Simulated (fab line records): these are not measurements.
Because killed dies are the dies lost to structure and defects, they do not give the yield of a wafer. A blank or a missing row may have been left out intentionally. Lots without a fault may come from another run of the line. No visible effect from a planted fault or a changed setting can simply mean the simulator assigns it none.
Split-lot study || flow sky130 || 23 wafers read across 5 lots, on a route 708 steps long

== SPLIT DETAILS ==
At SKY_POLY_GATE_COAT_07 (resist thk 110 nm), the setting resist_thk_nm was moved away from the recipe's 110 nm on 8 of the 23 wafers read, by +2.8% to +5.5%. The other wafers ran this setting at the recipe's value.

Reading taken at the split's own step.

== THE READING ==
BARC_of_POLY_GATE_COAT_07.thk_nm (the simulator's own value, which no gauge read), in nm, at SKY_POLY_GATE_COAT_07 (resist thk 110 nm). There is no usual value for it anywhere in the file. The 15 wafers here that ran the recipe average 109.9 nm, standard deviation 0.31 nm.

{"wafer": "L074.1", "tool, chamber at the split": "litho_track-03, 0", "resist_thk_nm as run, nm": 110, "against the recipe": "recipe", "BARC_of_POLY_GATE_COAT_07.thk_nm, nm": 110.3, "against lot-mates on the recipe": "-"}
{"wafer": "L074.2", "tool, chamber at the split": "litho_track-03, 0", "resist_thk_nm as run, nm": 113.1, "against the recipe": "+2.8%", "BARC_of_POLY_GATE_COAT_07.thk_nm, nm": 113.2, "against lot-mates on the recipe": "+3.0"}
{"wafer": "L074.3", "tool, chamber at the split": "litho_track-03, 0", "resist_thk_nm as run, nm": 113.1, "against the recipe": "+2.8%", "BARC_of_POLY_GATE_COAT_07.thk_nm, nm": 113.1, "against lot-mates on the recipe": "+2.9"}
{"wafer": "L074.4", "tool, chamber at the split": "litho_track-03, 0", "resist_thk_nm as run, nm": 110, "against the recipe": "recipe", "BARC_of_POLY_GATE_COAT_07.thk_nm, nm": 110, "against lot-mates on the recipe": "-"}
{"wafer": "L074.6", "tool, chamber at the split": "litho_track-03, 0", "resist_thk_nm as run, nm": 113.1, "against the recipe": "+2.8%", "BARC_of_POLY_GATE_COAT_07.thk_nm, nm": 113.3, "against lot-mates on the recipe": "+3.1"}
{"wafer": "L077.1", "tool, chamber at the split": "litho_track-04, 0", "resist_thk_nm as run, nm": 116, "against the recipe": "+5.5%", "BARC_of_POLY_GATE_COAT_07.thk_nm, nm": 115.9, "against lot-mates on the recipe": "+5.9"}
{"wafer": "L077.3", "tool, chamber at the split": "litho_track-04, 0", "resist_thk_nm as run, nm": 116, "against the recipe": "+5.5%", "BARC_of_POLY_GATE_COAT_07.thk_nm, nm": 115.9, "against lot-mates on the recipe": "+5.9"}
{"wafer": "L077.2", "tool, chamber at the split": "litho_track-04, 0", "resist_thk_nm as run, nm": 110, "against the recipe": "recipe", "BARC_of_POLY_GATE_COAT_07.thk_nm, nm": 110, "against lot-mates on the recipe": "-"}
{"wafer": "L077.5", "tool, chamber at the split": "litho_track-04, 0", "resist_thk_nm as run, nm": 110, "against the recipe": "recipe", "BARC_of_POLY_GATE_COAT_07.thk_nm, nm": 110, "against lot-mates on the recipe": "-"}
{"wafer": "L077.4", "tool, chamber at the split": "litho_track-04, 0", "resist_thk_nm as run, nm": 116, "against the recipe": "+5.5%", "BARC_of_POLY_GATE_COAT_07.thk_nm, nm": 116.3, "against lot-mates on the recipe": "+6.3"}
{"wafer": "L079.1", "tool, chamber at the split": "litho_track-04, 0", "resist_thk_nm as run, nm": 110, "against the recipe": "recipe", "BARC_of_POLY_GATE_COAT_07.thk_nm, nm": 109.7, "against lot-mates on the recipe": "-"}
{"wafer": "L079.4", "tool, chamber at the split": "litho_track-04, 0", "resist_thk_nm as run, nm": 110, "against the recipe": "recipe", "BARC_of_POLY_GATE_COAT_07.thk_nm, nm": 109.9, "against lot-mates on the recipe": "-"}
{"wafer": "L079.5", "tool, chamber at the split": "litho_track-04, 0", "resist_thk_nm as run, nm": 110, "against the recipe": "recipe", "BARC_of_POLY_GATE_COAT_07.thk_nm, nm": 110.5, "against lot-mates on the recipe": "-"}
{"wafer": "L080.1", "tool, chamber at the split": "litho_track-04, 0", "resist_thk_nm as run, nm": 110, "against the recipe": "recipe", "BARC_of_POLY_GATE_COAT_07.thk_nm, nm": 109.7, "against lot-mates on the recipe": "-"}
{"wafer": "L080.2", "tool, chamber at the split": "litho_track-04, 0", "resist_thk_nm as run, nm": 110, "against the recipe": "recipe", "BARC_of_POLY_GATE_COAT_07.thk_nm, nm": 110, "against lot-mates on the recipe": "-"}
{"wafer": "L080.6", "tool, chamber at the split": "litho_track-04, 0", "resist_thk_nm as run, nm": 110, "against the recipe": "recipe", "BARC_of_POLY_GATE_COAT_07.thk_nm, nm": 110, "against lot-mates on the recipe": "-"}
{"wafer": "L080.4", "tool, chamber at the split": "litho_track-04, 0", "resist_thk_nm as run, nm": 110, "against the recipe": "recipe", "BARC_of_POLY_GATE_COAT_07.thk_nm, nm": 110.2, "against lot-mates on the recipe": "-"}
{"wafer": "L080.5", "tool, chamber at the split": "litho_track-04, 0", "resist_thk_nm as run, nm": 110, "against the recipe": "recipe", "BARC_of_POLY_GATE_COAT_07.thk_nm, nm": 110.1, "against lot-mates on the recipe": "-"}
{"wafer": "L085.1", "tool, chamber at the split": "litho_track-04, 0", "resist_thk_nm as run, nm": 110, "against the recipe": "recipe", "BARC_of_POLY_GATE_COAT_07.thk_nm, nm": 109.5, "against lot-mates on the recipe": "-"}
{"wafer": "L085.2", "tool, chamber at the split": "litho_track-04, 0", "resist_thk_nm as run, nm": 114.4, "against the recipe": "+4.0%", "BARC_of_POLY_GATE_COAT_07.thk_nm, nm": 113.9, "against lot-mates on the recipe": "+4.4"}
{"wafer": "L085.3", "tool, chamber at the split": "litho_track-04, 0", "resist_thk_nm as run, nm": 114.4, "against the recipe": "+4.0%", "BARC_of_POLY_GATE_COAT_07.thk_nm, nm": 114, "against lot-mates on the recipe": "+4.5"}
{"wafer": "L085.4", "tool, chamber at the split": "litho_track-04, 0", "resist_thk_nm as run, nm": 110, "against the recipe": "recipe", "BARC_of_POLY_GATE_COAT_07.thk_nm, nm": 109.8, "against lot-mates on the recipe": "-"}
{"wafer": "L085.6", "tool, chamber at the split": "litho_track-04, 0", "resist_thk_nm as run, nm": 110, "against the recipe": "recipe", "BARC_of_POLY_GATE_COAT_07.thk_nm, nm": 109.2, "against lot-mates on the recipe": "-"}

FIT RESULTS
A straight line over all 23 wafers: BARC_of_POLY_GATE_COAT_07.thk_nm changes by +1.1 nm for each +1% of resist_thk_nm; r = +0.99; the points scatter about the line by 0.31 nm.
The same after taking each lot's own level away (the mean of its wafers on the recipe; 23 wafers): +1.1 nm for each +1%; r = +1.00; scatter 0.2 nm.
On that fit, the largest move of resist_thk_nm shifts the reading by 6 nm.
Across the lots, their own levels run from 109.50 to 110.15 nm, a range of 2.1 times the standard deviation given above.
The two slopes agree, so the slope changes little with the lot-to-lot level.
Check: +6.05 nm against its lot-mates is what the line predicts for one of the wafers moved furthest among these (+5.5%) when that wafer is left out of the fit. It came out at +5.9 nm against them.

== THESE WAFERS: OTHER SPLITS ==
Note: prior to the reading, these wafers also went through further splits. Each is held against what the fit with the lots' levels taken away leaves over:
{"other split on the same wafers": "SKY_VT_ADJUST_PCH_IMPLANT_08 energy_kev", "wafers away from the commonest value": 11, "r with BARC_of_POLY_GATE_COAT_07.thk_nm (lot level and that fit taken away)": "+0.01"}
{"other split on the same wafers": "SKY_SONOS_TUNNEL_DEVELOP_06 develop_time_s", "wafers away from the commonest value": 11, "r with BARC_of_POLY_GATE_COAT_07.thk_nm (lot level and that fit taken away)": "+0.21"}
{"other split on the same wafers": "SKY_SONOS_ONO_CVD_02 time_s", "wafers away from the commonest value": 10, "r with BARC_of_POLY_GATE_COAT_07.thk_nm (lot level and that fit taken away)": "+0.01"}
{"other split on the same wafers": "SKY_SONOS_ONO_EXPOSE_10 dose_mj", "wafers away from the commonest value": 5, "r with BARC_of_POLY_GATE_COAT_07.thk_nm (lot level and that fit taken away)": -0.29}
{"other split on the same wafers": "SKY_SONOS_ONO_DEVELOP_12 develop_time_s", "wafers away from the commonest value": 2, "r with BARC_of_POLY_GATE_COAT_07.thk_nm (lot level and that fit taken away)": "+0.01"}
{"other split on the same wafers": "SKY_GATE_OXIDE_COAT_05 resist_thk_nm", "wafers away from the commonest value": 8, "r with BARC_of_POLY_GATE_COAT_07.thk_nm (lot level and that fit taken away)": "+0.27"}
{"other split on the same wafers": "SKY_GATE_OXIDE_IMPLANT_11 energy_kev", "wafers away from the commonest value": 8, "r with BARC_of_POLY_GATE_COAT_07.thk_nm (lot level and that fit taken away)": "+0.24"}
{"other split on the same wafers": "SKY_RES_PROTECT_SOFTBAKE_03 temp_c", "wafers away from the commonest value": 7, "r with BARC_of_POLY_GATE_COAT_07.thk_nm (lot level and that fit taken away)": -0.26}
{"other split on the same wafers": "SKY_RES_PROTECT_DEVELOP_06 dev_temp_c", "wafers away from the commonest value": 6, "r with BARC_of_POLY_GATE_COAT_07.thk_nm (lot level and that fit taken away)": "+0.13"}

== THE FILE'S OWN FIT ==
BARC_of_POLY_GATE_COAT_07.thk_nm changes by +1.11 nm for each +1% of resist_thk_nm, r = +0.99.
